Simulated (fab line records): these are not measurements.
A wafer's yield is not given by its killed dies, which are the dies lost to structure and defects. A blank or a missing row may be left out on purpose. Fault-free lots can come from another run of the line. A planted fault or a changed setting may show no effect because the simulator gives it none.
Struck lot and sound lot, side by side | flow gf180mcu | 28 out of 602 route steps
Sound: these wafers, L541.2, L541.3, L541.5. Struck: wafer L537.3. (L537.5 of the same lot was not struck and is left out.) The cause comes at the end.
At each step with rows: each side's tool, then ch and its chambers, then its first start. Under that, the readings that differ: sound wafers | struck wafers | difference of the means | sigmas: that difference in standard deviations of wafers without a fault.
alike: readings with means less than 2 such deviations apart, plus words and numbers identical on both sides. not compared: withheld readings, readings lacking a value on some wafer, bounds such as >300 that could conceal the same value, and numbers that have no deviation in the record and whose values overlap.
Wherever a step has rows on one side only, a row that says differs or no value, or a row with sigmas, the two part there. Non-overlapping numbers with no deviation appear without sigmas and do not part them. A reading missing from all wafers of one side parts the sides only when that side holds two or more wafers.

first, 8 steps without rows for these wafers: GF_M1_PEB_12 (peb time 90 s); GF_M1_DEVELOP_13 (develop time 60 s); GF_M1_METAL_ETCH_16 (etches the open film in Cl2/BCl3, stops on SiO2, target depth 750.8 nm, time 125.1 s); GF_M1_STRIP_17 (strips in O2/N2); GF_M1_STRIP_18 (strips in post etch residue remover, time 1200 s); GF_M1_CLEAN_19 (cleans in DIW); GF_V1_CVD_00 (deposits SiO2, target thk 600 nm, time 100 s); GF_V1_CVD_02 (deposits SiO2 from TEOS, target thk 850 nm, time 94.851 s).
GF_V1_CMP_04: polishes SiO2.
  sound on cmp-01 ch 1,2, day 24 03:40; struck on cmp-02 ch 1, day 22 21:46
reading                            | sound             | struck | difference | sigmas
timeToEndpointS (s)                | 84 85 84          | 108    | +24        | +5
model.SiO2_of_V1_CVD_02.thkNm (nm) | 633.5 634.4 634.8 | 710.6  | +76.4      | 
  alike: motorCurrentA
then, 9 steps without rows for these wafers: GF_V1_DEHYDRATE_06 (time 60 s); GF_V1_HMDS_07 (prime time 60 s); GF_V1_COAT_08; GF_V1_COAT_09 (resist thk 1000 nm); GF_V1_SOFTBAKE_10 (time 60 s); GF_V1_EXPOSE_11 (exposes mask Via1, target cd 260 nm); GF_V1_PEB_12 (peb time 90 s); GF_V1_DEVELOP_13 (develop time 60 s); GF_V1_ETCH_16 (etches BARC in N2/H2).
GF_V1_ETCH_17: etches SiO2 in C4F8/O2/Ar, stops on TiN, target depth 630 nm.
  sound on rieDiel-02 ch 1,3; struck on rieDiel-04 ch 2
reading                      | sound             | struck | difference | sigmas
oesProductAu (a.u.)          | 0.855 0.856 0.853 | 0.914  | +0.059     | +13
model.V1.featureDepthNm (nm) | 633.5 634.4 634.8 | 710.6  | +76.4      | 
model.etch.depthNm (nm)      | 633.5 634.4 634.8 | 710.6  | +76.4      | 
then, 6 steps without rows for these wafers: GF_V1_STRIP_18 (strips in O2/N2); GF_V1_STRIP_19 (strips in post etch residue remover, time 1200 s); GF_V1_CLEAN_20 (cleans in DIW); GF_V1_SPUTTER_21 (material Ti, target thk 15 nm, time 80.02 s); GF_V1_SPUTTER_22 (material TiN, target thk 10 nm, time 40 s); GF_V1_CVD_23 (deposits W, target thk 350 nm, time 105.05 s).
GF_V1_CMP_26: polishes, stops on SiO2, t overpolish 15 s, target thk 0 nm.
  sound on cmp-02 ch 2,3, day 25 03:34; struck on cmp-02 ch 3, day 23 22:32
reading                            | sound           | struck | difference | sigmas
model.SiO2_of_V1_CVD_02.thkNm (nm) | 629.7 630.6 631 | 706.8  | +76.4      | 
  alike: motorCurrentA
then, 1 step without rows for these wafers: GF_M2_SPUTTER_00 (material Ti, target thk 37.5 nm, time 150 s).
-- the record jumps here: 10 days lie between the struck wafers' starts before and after (it left off in module M2 and takes up again in module PASSIVATION, whose first step shown is number 602 of the route) --
GF_PASSIVATION_PROBE_99:
  the record has rows for the struck wafers here (prober-02, day 33 12:37) and none for the sound ones

## WHERE THEY PART
At GF_V1_CMP_04 first; at GF_PASSIVATION_PROBE_99 last (within this record only).

WHY: what the simulator had put in
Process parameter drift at GF_V1_CMP_04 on cmp-02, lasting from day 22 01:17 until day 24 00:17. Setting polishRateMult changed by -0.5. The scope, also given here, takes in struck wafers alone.
